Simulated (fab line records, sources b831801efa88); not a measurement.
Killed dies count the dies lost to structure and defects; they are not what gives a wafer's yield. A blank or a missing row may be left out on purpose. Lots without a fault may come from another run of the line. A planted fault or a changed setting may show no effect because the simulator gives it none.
Chamber matching    flow gf180mcu    GF_SAB_CVD_00 on pecvd-03 has 3 sister chambers
The step deposits SiO2 from TEOS, target thk 50 nm, time 4.9302 s. 6 wafers are shown with their chamber, then 7 later ones without.

WAFERS PAIRED WITH THEIR CHAMBERS
wafer   chamber  heater_power_w (W)
L115.4  0        719
L117.1  1        852
L117.2  2        707
L117.6  2        687
L121.2  1        768
L121.4  0        753

WAFERS WITHOUT THEIR CHAMBER
wafer   heater_power_w (W)
L121.5  679
L126.1  764
L126.2  819
L126.6  743
L128.1  884
L128.4  791
L128.6  874

CHAMBER TAKEN BY EACH
wafer   from the rows above           in truth
L121.5  can't be placed: 2 or 0       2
L126.1  can't be placed: 0 or 1 or 2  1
L126.2  can't be placed: 1 or 0       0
L126.6  can't be placed: 0 or 2 or 1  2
L128.1  can't be placed: 1 or 0       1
L128.4  can't be placed: 1 or 0 or 2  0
L128.6  can't be placed: 1 or 0       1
Correct placement for 0 of the 7. Not placeable from these rows: 7 (in 7, the candidates include the true chamber). Number placed wrongly: 0.
How it was worked out, from the rows above alone: a wafer's distance from a chamber is the root of the sum, over the readings, of the square of ((its reading less the chamber's mean) divided by the reading's scatter). The wafer belongs to the nearest chamber; if the next one is less than 2 further off, it can't be placed. A chamber's mean is the mean of its shown wafers. The scatter: the root of (the sum of the squares of (reading less its chamber's mean) over the shown wafers, divided by (wafers less chambers)).
